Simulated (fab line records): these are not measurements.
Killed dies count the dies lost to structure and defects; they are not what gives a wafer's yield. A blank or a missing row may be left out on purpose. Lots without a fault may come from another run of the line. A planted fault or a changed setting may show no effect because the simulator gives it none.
Comparing a struck lot with a sound one + flow sfqLine + 21 steps out of a route of 325
Sound: the wafers L389.1, L389.2, L389.5. Wafers L380.4, L380.5, L380.6 were the ones struck. Last of all comes the cause.
Per side, at each step with rows, come the tool, then ch with its chambers, and then its first start. Under that, the readings that differ: sound wafers + struck wafers + difference of the means + sigmas: that difference in standard deviations of wafers without a fault.
alike: readings with means less than 2 such deviations apart, plus words and numbers identical on both sides. not compared: withheld readings, readings lacking a value on some wafer, bounds such as >300 that could conceal the same value, and numbers that have no deviation in the record and whose values overlap.
Wherever a step has rows on one side only, a row that says differs or no value, or a row with sigmas, the two part there. When numbers do not overlap yet have no deviation, they are printed without sigmas and do not part them. Lack of a reading on every wafer of one side parts them only where that side has two or more wafers.

first, 5 steps without rows for these wafers: SFQ_TRILAYER_JJ_CE_LITHO_COAT_114 (resist thk 600 nm); SFQ_TRILAYER_JJ_CE_LITHO_SOFTBAKE_118; SFQ_TRILAYER_JJ_CE_LITHO_EXPOSE_115 (exposes mask J5, target cd 700 nm); SFQ_TRILAYER_JJ_CE_LITHO_PEB_117 (peb time 60 s); SFQ_TRILAYER_JJ_CE_LITHO_DEVELOP_116 (time 60 s).
SFQ_JJ_OVL_MEAS_931:
  sound on overlay-01 at day 60 00:32; struck on overlay-02 at day 57 13:45
| reading     | sound    | struck    | difference | sigmas |
|-------------|----------|-----------|------------|--------|
| J5_OVL (nm) | 12 12 13 | -10 -8 -6 | -20        | -4     |
SFQ_TRILAYER_JJ_CE_METRO_MEASURE_117:
  sound on cdSem-01 at day 60 00:34; struck on cdSem-02 at day 57 14:22
  alike: cdNm
SFQ_TRILAYER_JJ_CE_BARC_OPEN_RIE_150: chemistry O2, target BARC, target depth 240 nm, time 80 s.
  sound on rieMetal-03 ch 0,1, day 60 01:46; struck on rieMetal-02 ch 0,1, day 57 15:00
  alike: drypumpMotorCurrentA, heBacksideLeakSccm, oesProductAu, rfFwdPowerW
  not compared: rfHoursCounterH
SFQ_TRILAYER_JJ_CE_ETCH_RIE_118: chemistry SF6, target Nb, stops on Al2O3, time 97.7 s, target depth 170 nm.
  sound on rieMetal-03 ch 0,1, day 60 01:52; struck on rieMetal-02 ch 0,1, day 57 15:06
  alike: drypumpMotorCurrentA, heBacksideLeakSccm, oesProductAu, rfFwdPowerW
  not compared: rfHoursCounterH
after that, 1 step had no rows for these wafers: SFQ_TRILAYER_JJ_ANODIZE_ANODIZE_119.
SFQ_TRILAYER_JJ_CE_STRIP_STRIP_120: strips in O2.
  sound on rieMetal-01 ch 0,1, day 60 02:28; struck on rieMetal-03 ch 0,1, day 57 15:52
  alike: drypumpMotorCurrentA, heBacksideLeakSccm, oesProductAu
  not compared: rfHoursCounterH
then, 1 step without rows for these wafers: SFQ_TRILAYER_JJ_CE_STRIP_SOLV_CLEAN_121 (cleans in NMP, time 600 s).
SFQ_TRILAYER_M5_LITHO_COAT_128: resist thk 62 nm.
  sound on lithoTrack-01 ch 0, day 60 03:15; struck on lithoTrack-04 ch 0, day 57 16:36
| reading                                             | sound                | struck               | difference | sigmas      |
|-----------------------------------------------------|----------------------|----------------------|------------|-------------|
| spinSpeedRpm (rpm)                                  | 2996.5 3006.6 3003.5 | 2667.9 2668.7 2663.3 | -335.6     | -99 or more |
| model.BARC_of_TRILAYER_M5_LITHO_COAT_128.thkNm (nm) | 61.99 61.95 61.86    | 65.83 65.81 65.79    | +3.88      |             |
then, 5 steps without rows for these wafers: SFQ_TRILAYER_M5_LITHO_COAT_123 (resist thk 600 nm); SFQ_TRILAYER_M5_LITHO_SOFTBAKE_127; SFQ_TRILAYER_M5_LITHO_EXPOSE_124 (exposes mask M5, target cd 700 nm); SFQ_TRILAYER_M5_LITHO_PEB_126 (peb time 60 s); SFQ_TRILAYER_M5_LITHO_DEVELOP_125 (time 60 s).
SFQ_M5_OVL_MEAS_932:
  sound on overlay-02 at day 60 05:30; struck on overlay-01 at day 57 19:49
  alike: M5_OVL
SFQ_TRILAYER_M5_BARC_OPEN_METAL_ETCH_161: etches BARC in O2, target depth 125 nm, time 41.7 s.
  sound on rieMetal-04 ch 0,1, day 60 05:32; struck on rieMetal-02 ch 0,1, day 57 19:50
| reading                 | sound             | struck            | difference | sigmas |
|-------------------------|-------------------|-------------------|------------|--------|
| oesProductAu (a.u.)     | 0.682 0.685 0.681 | 0.709 0.703 0.706 | +0.023     | +6     |
| rfFwdPowerW (W)         | 590.9 592.1 589.3 | 597.4 595.8 595.8 | +5.6       | +2     |
| model.etch.depthNm (nm) | 61.99 61.95 61.86 | 65.83 65.81 65.79 | +3.88      |        |
  alike: drypumpMotorCurrentA, heBacksideLeakSccm
  not compared: rfHoursCounterH
SFQ_TRILAYER_M5_ETCH_METAL_ETCH_126: etches Nb in Cl2/BCl3, stops on SiO2, time 203.2 s, target depth 265 nm.
  sound on rieMetal-04 ch 0,1, day 60 05:35; struck on rieMetal-02 ch 0,1, day 57 19:57
  alike: drypumpMotorCurrentA, heBacksideLeakSccm, oesProductAu, rfFwdPowerW
  not compared: rfHoursCounterH

## WHERE THEY PART
At SFQ_JJ_OVL_MEAS_931 first; at SFQ_TRILAYER_M5_BARC_OPEN_METAL_ETCH_161 last (within this record only). Later steps at which nothing parts them and some readings are alike: SFQ_TRILAYER_M5_ETCH_METAL_ETCH_126.

WHY: what the simulator had put in
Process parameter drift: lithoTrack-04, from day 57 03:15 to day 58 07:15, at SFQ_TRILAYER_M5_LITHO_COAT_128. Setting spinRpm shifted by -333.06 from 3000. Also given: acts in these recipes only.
